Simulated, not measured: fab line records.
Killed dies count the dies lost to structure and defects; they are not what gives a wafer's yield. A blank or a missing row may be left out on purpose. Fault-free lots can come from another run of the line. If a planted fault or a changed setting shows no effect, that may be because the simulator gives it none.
fab line records	flow sky130
record lots=14	wafers=42	last_day=50
route steps=708 shown POLY_GATE@230 PAD_OPEN@708
lots untouched by any fault: they come from a run of this same line in which no faults occurred
start_h: hours from the record's opening day to when the first of the lot's shown wafers began	wait_h: time in hours since the lot's previous step	" unchanged from the row above	L1.1+2: one row covering several wafers at once	- either no value or no given start	* or withheld: withheld	< > ~ a bound
route shown NAME@n: a module of which the file shows steps, and the number in the route of the first	usual: mean/standard deviation of fault-free wafers	same: alike in all rows	chamber/n: place in a boat	sites: readings site by site	_std_site: their standard deviation	_edge_site: the outer-site mean with the inner-site mean subtracted	radius_mm: for every site, how far away it sits from the centre of the wafer	mask NAME#n: copy n	behind: the tool/chamber that last shaped the wafer	hold: why the lot went on hold/how many hours it stayed there/how the hold came to an end	device: whichever transistor did not switch (one of n, p or np)	end of line: tests run on the same wafers once the route is complete	a step given without rows: its recipe and nothing more	killed: the dies lost at the first sort to structure and to defects; this is not the yield of the wafer	map: shows each die of a wafer: x if killed, . if not, _ if none is there
set.NAME: the setting the step ran with; set.NAME@STEP: the setting that earlier step ran with	model.NAME: the simulator's own value behind a step, which no gauge read
steps of the route over a sample of lots; a table a step, a row a wafer
services: the hour from which a tool's chamber was out of use, counted from the record's first day as start_h (under 0 if before that day), plus the number of hours and why
## steps
# step SKY_POLY_GATE_ETCH_16
# recipe stop_on=poly-Si	chemistry=CH3F/O2	target=Si3N4	source_w=400	bias_w=80	pressure_mtorr=25	ch3f_flow_sccm=40	O2_flow_sccm=30	time_s=147.5	target_depth_a=750
# usual O2_flow_sccm=29.99/0.089	bias_w=80.01/0.24	drypump_motor_current_A=5.7/0.5	oes_product_au=0.639/0.0053	rf_fwd_power_W=398.1/1.3	throttle_valve_pct=10.533/0.0086
lot.wafer	tool	chamber	start_h	wait_h	O2_flow_sccm	bias_w	drypump_motor_current_A	oes_product_au	rf_fwd_power_W	rf_hours_counter_h	throttle_valve_pct
L894.2	rie_diel-03	0	370.37	0.0	30.02	80.53	5.1	0.642	397.7	101	10.526
L894.3	"	3	"	"	29.98	80.05	5.0	0.639	397.5	25	10.531
L894.6	"	2	"	"	29.98	80.03	6.0	0.636	398.9	-	10.540
L895.2	rie_diel-04	1	378.93	0.0	29.89	80.21	6.0	0.639	397.7	83	10.527
L895.4	"	1	"	"	30.00	79.88	6.0	0.647	398.5	-	10.521
L895.5	"	2	"	"	30.00	80.12	6.4	0.630	398.9	-	10.538
L896.2	rie_diel-03	0	387.97	0.0	29.90	79.91	5.1	0.639	399.1	102	10.549
L896.3	"	1	"	"	30.00	80.40	5.1	0.633	399.9	111	10.515
L896.6	"	3	"	"	30.25	80.09	5.0	0.634	398.3	-	10.547
L897.2	rie_diel-01	1	401.27	0.0	29.99	79.73	6.2	0.638	401.5	50	10.547
L897.5	"	1	"	"	29.92	79.73	6.2	0.634	399.5	-	10.536
L897.6	"	0	"	"	29.73	79.89	5.7	0.637	398.5	-	10.535
L900.4	rie_diel-03	0	423.67	0.0	30.08	79.80	5.1	0.648	400.0	103	10.528
L900.5	"	3	"	"	29.98	79.87	5.0	0.637	397.5	-	10.542
L900.6	"	2	"	"	29.99	80.11	6.0	0.634	397.6	-	10.529
L901.1	rie_diel-04	2	436.02	0.0	29.98	80.23	6.4	0.637	398.8	33	10.513
L901.2	"	3	"	"	30.12	79.80	6.0	0.624	399.1	48	10.516
L901.3	"	0	"	"	29.99	79.74	5.7	0.644	398.0	1	10.523
L903.2	rie_diel-01	1	452.64	0.0	30.01	80.15	6.2	0.637	399.0	51	10.534
L903.4	"	3	"	"	29.94	80.29	5.2	0.637	397.6	7	10.545
L903.6	"	3	"	"	30.09	80.09	5.2	0.634	398.5	-	10.527
L902.1	rie_diel-03	1	454.29	0.0	30.07	79.89	5.0	0.647	399.9	1	10.537
L902.3	"	3	"	"	30.02	79.97	5.0	0.641	397.6	27	10.514
L902.6	"	2	"	"	30.01	80.03	6.0	0.642	396.6	-	10.543
L910.2	rie_diel-03	0	521.84	0.0	29.90	79.85	5.1	0.637	400.6	1	10.530
L910.3	"	3	"	"	30.11	115.87	5.0	0.640	398.4	28	10.537
L910.4	"	2	"	"	30.01	79.68	6.0	0.639	399.2	0	10.533
L911.1	rie_diel-03	0	527.97	0.0	30.03	80.44	5.1	0.637	397.8	1	10.544
L911.5	"	2	"	"	29.95	80.24	6.0	0.635	398.2	-	10.544
L911.6	"	3	"	"	30.01	116.10	5.0	0.638	397.2	-	10.540
L913.1	rie_diel-01	2	546.32	0.0	30.00	80.21	4.9	0.630	399.3	11	10.524
L913.5	"	2	"	"	30.01	80.32	4.9	0.642	397.9	-	10.537
L913.6	"	3	"	"	29.91	79.82	5.2	0.634	397.4	-	10.531
L915.1	rie_diel-04	3	558.99	0.0	30.02	79.87	6.0	0.633	398.3	50	10.544
L915.4	"	3	"	"	29.86	79.81	6.0	0.650	399.0	-	10.529
L915.6	"	2	"	"	29.90	79.96	6.4	0.641	398.0	-	10.521
L916.4	rie_diel-04	3	562.44	0.0	30.12	79.78	5.9	0.650	399.0	-	10.543
L916.5	"	2	"	"	29.89	79.83	6.4	0.646	398.2	-	10.533
L916.6	"	0	"	"	29.97	79.62	5.7	0.642	397.2	-	10.532
L917.4	rie_diel-04	2	570.87	0.0	30.09	80.01	6.4	0.633	398.7	-	10.530
L917.5	"	3	"	"	29.92	79.62	6.0	0.636	397.8	-	10.541
L917.6	"	0	"	"	30.12	79.84	5.7	0.641	395.6	-	10.539
# step SKY_POLY_GATE_STRIP_18
# recipe chemistry=O2/N2	power_w=1400	pressure_mtorr=1500	platen_temp_c=withheld	o2_flow_sccm=3000	n2_flow_sccm=300	overash_fraction=0.5
# usual drypump_motor_current_A=6.1/0.38	oes_product_au=0.360/0.0046	strip_time_to_endpoint_s=3.17/0.048
lot.wafer	tool	chamber	start_h	wait_h	drypump_motor_current_A	oes_product_au	rf_hours_counter_h	strip_time_to_endpoint_s
L894.2	plasma_asher-03	1	370.53	0.0	6.7	0.366	69	3.19
L894.3	"	0	"	"	5.7	0.364	-	3.15
L894.6	"	0	"	"	5.7	0.365	-	3.21
L895.2	plasma_asher-04	0	379.08	0.0	6.3	0.363	69	3.11
L895.4	"	1	"	"	6.3	0.359	-	3.05
L895.5	"	0	"	"	6.3	0.364	-	3.14
L896.2	plasma_asher-04	1	388.13	0.0	6.3	0.361	70	3.20
L896.3	"	1	"	"	6.3	0.362	-	3.14
L896.6	"	0	"	"	6.3	0.363	-	3.16
L897.2	plasma_asher-03	0	401.43	0.0	5.7	0.353	73	3.16
L897.5	"	1	"	"	6.7	0.362	-	3.12
L897.6	"	0	"	"	5.7	0.360	-	3.27
L900.4	plasma_asher-04	1	423.86	0.1	6.3	0.360	-	3.23
L900.5	"	1	"	"	6.3	0.357	-	3.16
L900.6	"	0	"	"	6.2	0.364	-	3.20
L901.1	plasma_asher-04	0	436.18	0.0	6.3	0.363	76	3.16
L901.2	"	1	"	"	6.3	0.364	76	3.19
L901.3	"	1	"	"	6.3	0.367	-	3.23
L903.2	plasma_asher-02	0	452.80	0.0	5.5	0.366	22	3.12
L903.4	"	0	"	"	5.5	0.358	-	3.15
L903.6	"	1	"	"	5.6	0.361	-	3.18
L902.1	plasma_asher-04	0	454.45	0.0	6.3	0.363	78	3.16
L902.3	"	0	"	"	6.3	0.358	-	3.10
L902.6	"	0	"	"	6.2	0.357	-	3.14
L910.2	plasma_asher-03	1	521.99	0.0	6.7	0.366	9	3.11
L910.3	"	1	"	"	6.7	0.351	-	3.04
L910.4	"	0	"	"	5.7	0.360	-	3.21
L911.1	plasma_asher-04	1	528.13	0.0	6.3	0.352	86	3.12
L911.5	"	0	"	"	6.2	0.356	-	3.15
L911.6	"	1	"	"	6.3	0.356	-	3.01
L913.1	plasma_asher-02	0	546.48	0.0	5.6	0.367	31	3.08
L913.5	"	1	"	"	5.7	0.352	-	3.11
L913.6	"	0	"	"	5.6	0.352	-	3.16
L915.1	plasma_asher-03	0	559.14	0.0	5.7	0.361	13	3.21
L915.4	"	1	"	"	6.7	0.370	-	3.22
L915.6	"	0	"	"	5.7	0.358	-	3.10
L916.4	plasma_asher-03	1	562.58	0.1	6.7	0.363	-	3.17
L916.5	"	1	"	"	6.7	0.353	-	3.14
L916.6	"	0	"	"	5.7	0.355	-	3.17
L917.4	plasma_asher-02	0	571.01	0.1	5.6	0.356	-	3.15
L917.5	"	1	"	"	5.6	0.360	-	3.19
L917.6	"	0	"	"	5.6	0.356	-	3.22
# step SKY_PAD_OPEN_PROBE_99
# usual killed_at_M0_to_M3=42/7	killed_at_M4_up=3.2/1.6	killed_at_contacts=24/5.8	killed_at_front_end=16/4.3	killed_at_other=0.3/0.62	killed_dies=86/9.5	killed_open=46/6.4	killed_short=39/6.3
# same gross_dies=492	killed_at_back_side=0
lot.wafer	tool	chamber	start_h	wait_h	killed_at_M0_to_M3	killed_at_M4_up	killed_at_contacts	killed_at_front_end	killed_at_other	killed_dies	killed_open	killed_short
L903.2	prober-02	-	1133.02	0.1	44	4	23	12	1	84	41	43
L903.4	prober-02	-	1133.12	0.2	47	4	22	14	0	87	42	45
L903.6	prober-02	-	1133.22	0.2	44	2	30	14	1	91	57	34
L910.2	prober-02	-	1173.61	0.1	55	4	19	10	0	88	44	44
# killed by level:class
L903.2 VIA3:geometric_particle:open=8 LI_CONTACT:geometric_particle:open=7 VIA2:geometric_particle:open=7 METAL1:geometric_particle:short=6 CONTACT:geometric_particle:open=6 CONTACT:geometric_particle:short=6 METAL2:geometric_particle:short=6 FIELD_ISO:geometric_particle:short=4
L903.4 LI_CONTACT:geometric_particle:open=8 VIA1:geometric_particle:open=7 FIELD_ISO:geometric_particle:open=6 VIA2:geometric_particle:short=6 METAL1:geometric_particle:short=6 CONTACT:geometric_particle:short=4 CONTACT:geometric_particle:open=4 VIA1:geometric_particle:short=4
L903.6 CONTACT:geometric_particle:open=13 VIA1:geometric_particle:open=13 VIA2:geometric_particle:open=9 LI_CONTACT:geometric_particle:open=7 CONTACT:geometric_particle:short=5 VIA2:geometric_particle:short=5 FIELD_ISO:geometric_particle:open=4 METAL2:geometric_particle:short=4
L910.2 VIA3:geometric_particle:open=10 VIA1:geometric_particle:open=8 VIA1:geometric_particle:short=8 VIA2:geometric_particle:open=8 METAL1:geometric_particle:short=7 LI_CONTACT:geometric_particle:open=6 CONTACT:geometric_particle:open=5 METAL2:geometric_particle:short=5
## services
tool	chamber	start_h	hours	kind
rie_diel-03	3	359.08	1.4	repair
rie_diel-04	3	367.37	2.4	repair
rie_diel-04	0	367.59	14.7	repair
rie_diel-03	2	372.33	7.3	repair
rie_diel-03	1	388.27	-	clean
rie_diel-03	1	388.27	12.8	scheduled_down
rie_diel-03	1	388.27	12.8	vent_cycle
rie_diel-01	1	394.39	6.5	repair
rie_diel-04	3	408.75	7.0	repair
plasma_asher-03	-	421.25	9.0	pm
rie_diel-01	-	422.31	0.5	repair
plasma_asher-02	-	431.04	8.5	pm
rie_diel-03	0	434.71	-	clean
rie_diel-03	0	434.71	25.0	scheduled_down
rie_diel-03	0	434.71	25.0	vent_cycle
plasma_asher-03	-	447.05	6.5	repair
rie_diel-04	-	451.50	4.7	repair
rie_diel-04	3	474.43	4.3	repair
rie_diel-03	2	475.05	-	clean
rie_diel-01	-	492.51	0.6	repair
rie_diel-03	2	535.22	2.5	repair
rie_diel-04	1	545.14	20.7	repair
rie_diel-03	3	551.63	9.8	repair
rie_diel-01	-	563.56	0.3	repair
## key
first_sign step=SKY_POLY_GATE_ETCH_16	reading=bias_w	direction=up	sigmas=99+	usual=80.01	struck=115.98
effect step=SKY_POLY_GATE_STRIP_18	reading=strip_time_to_endpoint_s	direction=down	sigmas=3.1	usual=*	struck=*
met_at SKY_POLY_GATE_ETCH_16
struck_lots L910,L911
struck_wafers L910.3,L911.6
tester_left_out L910,L911
onset_between 454.29 521.84
fault kind=process_parameter_drift	tool=rie_diel-03	chamber=3	onset_h=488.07	steps=SKY_POLY_GATE_ETCH_16	channel=bias_w	offset=35.634	shape=step	end_h=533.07	acts_in=these_recipes_only	stated=80
# tester_left_out: of these lots the tester's yield and bins aren't shown, on N5 and GAA mostly nor the transistor test; their killed dies are dies lost to structure and defects alone, not to doping, threshold or leakage, so they don't give the yield
